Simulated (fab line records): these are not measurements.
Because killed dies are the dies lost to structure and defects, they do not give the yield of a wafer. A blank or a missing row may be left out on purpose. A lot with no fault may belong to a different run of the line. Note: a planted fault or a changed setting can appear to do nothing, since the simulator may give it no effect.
Matching of chambers + flow gf180mcu + GF_V1_CMP_26 on cmp-02: 4 sister chambers
The step polishes, stops on SiO2, t overpolish 15 s, target thk 0 nm. 14 wafers are shown with their chamber, then 7 later ones without.

EACH WAFER AND ITS CHAMBER
| wafer  | chamber | time-to-endpoint-s (s) | motor-current-A (A) | overpolish-run-s (s) |
|--------|---------|------------------------|---------------------|----------------------|
| L464.1 | 0       | 88                     | 11.2                | 14.995               |
| L464.4 | 3       | 82                     | 11.6                | 14.989               |
| L464.5 | 0       | 89                     | 11.5                | 14.998               |
| L467.2 | 0       | 85                     | 11.1                | 15.005               |
| L467.3 | 3       | 85                     | 10.8                | 15.010               |
| L467.6 | 0       | 88                     | 11.3                | 15.004               |
| L468.2 | 1       | 85                     | 10.3                | 15.013               |
| L468.4 | 0       | 90                     | 11.7                | 15.003               |
| L468.6 | 3       | 87                     | 11.3                | 15.006               |
| L478.1 | 1       | 88                     | 10.7                | 15.008               |
| L478.2 | 2       | 94                     | 11.6                | 15.008               |
| L478.4 | 0       | 89                     | 11.9                | 14.990               |
| L479.1 | 3       | 81                     | 11.1                | 15.007               |
| L479.5 | 0       | 85                     | 11.6                | 14.995               |

SIGNATURES (means of the wafers above)
| reading            | chamber 0 | chamber 1 | chamber 2 | chamber 3 | scatter within a chamber |
|--------------------|-----------|-----------|-----------|-----------|--------------------------|
| time-to-endpoint-s | 87.71     | 86.50     | 94.00     | 83.75     | 2.25                     |
| motor-current-A    | 11.471    | 10.500    | 11.600    | 11.200    | 0.302                    |
| overpolish-run-s   | 14.99857  | 15.01050  | 15.00800  | 15.00300  | 0.00687                  |
Rule: distance of a wafer from a chamber = root of the sum over the readings of ((wafer's reading minus chamber's mean) / reading's scatter) squared. If the next closest chamber is less than 2 further off than the closest, the wafer can't be placed; otherwise it belongs to the closest. The scatter: take each reading less its chamber's mean, square it, sum over the shown wafers, divide by the number of wafers less the number of chambers, and take the root.

WAFERS MISSING THEIR CHAMBER
| wafer  | time-to-endpoint-s (s) | motor-current-A (A) | overpolish-run-s (s) |
|--------|------------------------|---------------------|----------------------|
| L479.6 | 84                     | 11.1                | 14.998               |
| L480.1 | 83                     | 11.5                | 15.003               |
| L480.2 | 84                     | 11.7                | 15.010               |
| L480.6 | 80                     | 11.4                | 14.996               |
| L482.3 | 83                     | 11.1                | 14.983               |
| L482.4 | 90                     | 11.5                | 15.003               |
| L482.6 | 90                     | 10.9                | 14.995               |

WHICH CHAMBER EACH WENT THROUGH
| wafer  | from the rows above               | in truth |
|--------|-----------------------------------|----------|
| L479.6 | can't be placed: 3 or 0           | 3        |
| L480.1 | can't be placed: 3 or 0           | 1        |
| L480.2 | can't be placed: 3 or 0           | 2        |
| L480.6 | can't be placed: 3 or 0           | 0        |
| L482.3 | can't be placed: 3 or 0 or 1      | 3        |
| L482.4 | can't be placed: 0 or 2 or 3      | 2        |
| L482.6 | can't be placed: 0 or 1 or 3 or 2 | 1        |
Correct placement for 0 of the 7. From these rows, 7 cannot be placed; in 5 the true chamber is one of the candidates. 0 placed wrongly.
